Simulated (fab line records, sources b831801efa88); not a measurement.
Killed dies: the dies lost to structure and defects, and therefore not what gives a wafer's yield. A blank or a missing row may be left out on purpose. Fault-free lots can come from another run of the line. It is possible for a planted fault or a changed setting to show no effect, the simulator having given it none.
Which of the tools did it? | flow gf180mcu | 12 lots, 36 wafers sampled, at 6 steps of a route of 602

## WHAT THE GAUGES READ, wafer by wafer
GF_STI_THK_MEAS_22. Usual: STI_OXIDATION_01_THK gives 15.11 nm (standard deviation 0.27).
lot  | measured    | on            | STI_OXIDATION_01_THK (nm) | flag
L210 | day 2 03:39 | film-metro-01 | 15.10 14.90 14.65         |
L214 | day 3 00:55 | film-metro-01 | 15.31 15.29 15.26         |
L216 | day 3 09:25 | film-metro-02 | 15.06 14.95 15.02         |
L217 | day 3 18:12 | film-metro-04 | 15.19 15.44 15.23         |
L218 | day 3 20:10 | film-metro-01 | 15.06 15.05 14.98         |
L220 | day 4 08:02 | film-metro-01 | 15.54 15.39 15.49         |
L223 | day 4 22:11 | film-metro-04 | 14.76 14.66 14.65         |
L226 | day 5 13:16 | film-metro-01 | 15.06 14.88 15.22         |
L229 | day 6 05:17 | film-metro-04 | 15.18 15.10 15.04         |
L231 | day 6 14:55 | film-metro-04 | 15.11 15.16 15.03         |
L232 | day 6 20:41 | film-metro-04 | 15.04 15.30 14.97         |
L233 | day 7 02:08 | film-metro-04 | 15.13 15.39 15.18         |

GF_MVPSD_OVL_MEAS_07. Usual: MVPSD_OVL gives -0.6 nm (standard deviation 1.3).
lot  | measured     | on         | MVPSD_OVL (nm) | flag
L210 | day 4 22:43  | overlay-02 | 0.1 -0.3 1.0   |
L214 | day 6 02:07  | overlay-01 | -0.7 -0.6 -0.1 |
L216 | day 6 10:52  | overlay-02 | -0.4 -0.6 -0.7 |
L217 | day 6 21:13  | overlay-01 | 0.4 -0.8 0.5   |
L218 | day 6 23:07  | overlay-02 | -1.3 0.6 0.6   |
L220 | day 7 15:13  | overlay-01 | -1.1 -1.8 -1.9 |
L223 | day 8 06:53  | overlay-01 | -5.2 -4.6 -3.4 |
L226 | day 8 23:46  | overlay-02 | -2.2 -0.9 -1.5 |
L229 | day 9 19:13  | overlay-02 | -4.2 -2.2 -2.1 |
L231 | day 10 05:43 | overlay-01 | 1.8 1.2 -0.4   |
L232 | day 10 12:17 | overlay-01 | -0.6 -0.5 -0.2 |
L233 | day 10 19:28 | overlay-02 | 1.2 0.5 0.7    |

GF_MVPSD_TW_MEAS_11. Usual: MVPSD_TW gives 556.7 (standard deviation 2.8).
lot  | measured     | on            | MVPSD_TW          | flag
L210 | day 4 23:10  | film-metro-02 | 550.2 549.4 549.0 |
L214 | day 6 02:33  | film-metro-03 | 557.5 557.9 554.4 |
L216 | day 6 11:18  | film-metro-03 | 561.4 556.8 556.4 |
L217 | day 6 21:39  | film-metro-02 | 553.4 552.6 552.2 |
L218 | day 6 23:33  | film-metro-03 | 559.0 556.4 556.6 |
L220 | day 7 16:08  | film-metro-01 | 676.8 671.4 673.3 | OFF
L223 | day 8 07:19  | film-metro-02 | 550.9 552.5 554.3 |
L226 | day 9 00:32  | film-metro-03 | 676.1 678.7 679.3 | OFF
L229 | day 9 20:39  | film-metro-03 | 673.7 672.8 674.8 | OFF
L231 | day 10 06:09 | film-metro-03 | 556.9 556.0 555.5 |
L232 | day 10 12:43 | film-metro-03 | 556.1 556.8 556.6 |
L233 | day 10 19:54 | film-metro-03 | 557.3 557.1 556.9 |

GF_VT_IMPLANT_RS_MEAS_49: measures by four-point-probe. Usual: MVPSD_RS gives 1177 ohm/sq (standard deviation 3).
lot  | measured     | on            | MVPSD_RS (ohm/sq) | flag
L210 | day 7 12:29  | film-metro-01 | 1178 1178 1179    |
L214 | day 8 19:40  | film-metro-02 | 1180 1179 1183    |
L216 | day 9 05:19  | film-metro-03 | 1178 1177 1178    |
L217 | day 9 17:20  | film-metro-03 | 1180 1180 1179    |
L218 | day 9 18:46  | film-metro-02 | 1181 1181 1182    |
L220 | day 10 12:48 | film-metro-01 | 832 828 827       | OFF
L223 | day 11 06:28 | film-metro-01 | 1176 1177 1174    |
L226 | day 11 23:26 | film-metro-02 | 828 829 828       | OFF
L229 | day 12 21:03 | film-metro-01 | 829 830 830       | OFF
L231 | day 13 10:25 | film-metro-03 | 1179 1180 1180    |
L232 | day 13 16:29 | film-metro-01 | 1174 1173 1174    |
L233 | day 14 01:40 | film-metro-03 | 1179 1181 1182    |

## EACH LOT AND THE TOOL THAT RAN IT (in order: tool; ch and the chambers of the sampled wafers; start)
lot  | GF_MVSD_STRIP_10                     | GF_MVPSD_IMPLANT_08
L210 | plasma-asher-03 ch 0,1, day 4 09:04  | implanter-03 ch 0, day 4 22:47
L214 | plasma-asher-01 ch 0,1, day 5 11:09  | implanter-02 ch 0, day 6 02:09
L216 | plasma-asher-04 ch 0,1, day 5 20:03  | implanter-02 ch 0, day 6 10:54
L217 | plasma-asher-03 ch 0,1, day 6 05:58  | implanter-04 ch 0, day 6 21:15
L218 | plasma-asher-01 ch 0,1, day 6 07:34  | implanter-02 ch 0, day 6 23:09
L220 | plasma-asher-04 ch 1, day 6 23:16    | implanter-03 ch 0, day 7 15:16
L223 | plasma-asher-03 ch 0,1, day 7 15:14  | implanter-04 ch 0, day 8 06:57
L226 | plasma-asher-01 ch 0,1, day 8 07:06  | implanter-03 ch 0, day 8 23:48
L229 | plasma-asher-03 ch 0,1, day 9 01:29  | implanter-04 ch 0, day 9 19:17
L231 | plasma-asher-04 ch 0,1, day 9 12:42  | implanter-02 ch 0, day 10 05:45
L232 | plasma-asher-03 ch 0,1, day 9 18:45  | implanter-03 ch 0, day 10 12:20
L233 | plasma-asher-01 ch 0,1, day 10 01:24 | implanter-03 ch 0, day 10 19:30
- GF_MVSD_STRIP_10: strips in O2/N2.
- GF_MVPSD_IMPLANT_08

## AS READ BY THE TOOLS THEMSELVES (means over the sampled wafers that have a number; for cases with no such wafer, the mark the record gives instead)
GF_MVSD_STRIP_10. Usual: drypump-motor-current-A 5.5 A, standard deviation 0.31; heater-power-w 336 W, standard deviation 31; oes-product-au 0.722 a.u., standard deviation 0.0041; strip-time-to-endpoint-s 36.89 s, standard deviation 0.12.
lot  | tool            | drypump-motor-current-A (A) | heater-power-w (W) | oes-product-au (a.u.) | strip-time-to-endpoint-s (s) | flag
L210 | plasma-asher-03 | 5.6                         | 355                | 0.726                 | 36.87                        |
L214 | plasma-asher-01 | 5.5                         | 322                | 0.724                 | 36.95                        |
L216 | plasma-asher-04 | 6.1                         | 370                | 0.722                 | 36.90                        |
L217 | plasma-asher-03 | 5.6                         | 354                | 0.720                 | 36.74                        |
L218 | plasma-asher-01 | 5.4                         | 326                | 0.721                 | 36.87                        |
L220 | plasma-asher-04 | 6.2                         | 383                | 0.723                 | 37.04                        |
L223 | plasma-asher-03 | 5.6                         | 353                | 0.722                 | 36.96                        |
L226 | plasma-asher-01 | 5.5                         | 326                | 0.719                 | 36.68                        |
L229 | plasma-asher-03 | 5.4                         | 332                | 0.725                 | 36.85                        |
L231 | plasma-asher-04 | 6.1                         | 363                | 0.721                 | 36.92                        |
L232 | plasma-asher-03 | 5.4                         | 333                | 0.719                 | 37.06                        |
L233 | plasma-asher-01 | 5.3                         | 312                | 0.719                 | 36.83                        |

GF_MVPSD_IMPLANT_08. Usual: dose-ions-cm2 1.4772e+13, standard deviation 1.6e+10; end-station-pressure-torr 5.04e-06 Torr, standard deviation 2.6e-07.
lot  | tool         | dose-ions-cm2 | end-station-pressure-torr (Torr) | flag
L210 | implanter-03 | 1.4800e+13    | 5.02e-06                         |
L214 | implanter-02 | 1.4774e+13    | 5.30e-06                         |
L216 | implanter-02 | 1.4767e+13    | 5.01e-06                         |
L217 | implanter-04 | 1.4770e+13    | 4.98e-06                         |
L218 | implanter-02 | 1.4774e+13    | 4.86e-06                         |
L220 | implanter-03 | 1.4766e+13    | 4.97e-06                         |
L223 | implanter-04 | 1.4749e+13    | 5.11e-06                         |
L226 | implanter-03 | 1.4776e+13    | 4.96e-06                         |
L229 | implanter-04 | 1.4768e+13    | 4.92e-06                         |
L231 | implanter-02 | 1.4755e+13    | 5.12e-06                         |
L232 | implanter-03 | 1.4779e+13    | 5.14e-06                         |
L233 | implanter-03 | 1.4779e+13    | 4.87e-06                         |

## THE ANSWER, worked out from the rows above alone
Rule: take the mean of a lot's wafers that have a number; if it is more than 3 standard deviations from the usual mean, the lot is off. A lot without any number at a reading at which 4 lots or more have one is off too. All remaining lots with rows at the step are treated as sound. Order of review: gauges by route order, followed by the tools' own readings, for which a lot's mean as printed above is used. At the first step where some lot is off, the reading lying furthest off is the one used; lots without a number count as furthest.
Off: L220, L226, L229, at GF_MVPSD_TW_MEAS_11 (MVPSD_TW).
A tool fits if, at a process step before that reading, it ran every lot that is off, and no sound lot after the first of them. Gauges at GF_MVPSD_TW_MEAS_11: tried the same way as those tools. None of those tried fits.

## WHAT THE SIMULATOR HAD PUT IN
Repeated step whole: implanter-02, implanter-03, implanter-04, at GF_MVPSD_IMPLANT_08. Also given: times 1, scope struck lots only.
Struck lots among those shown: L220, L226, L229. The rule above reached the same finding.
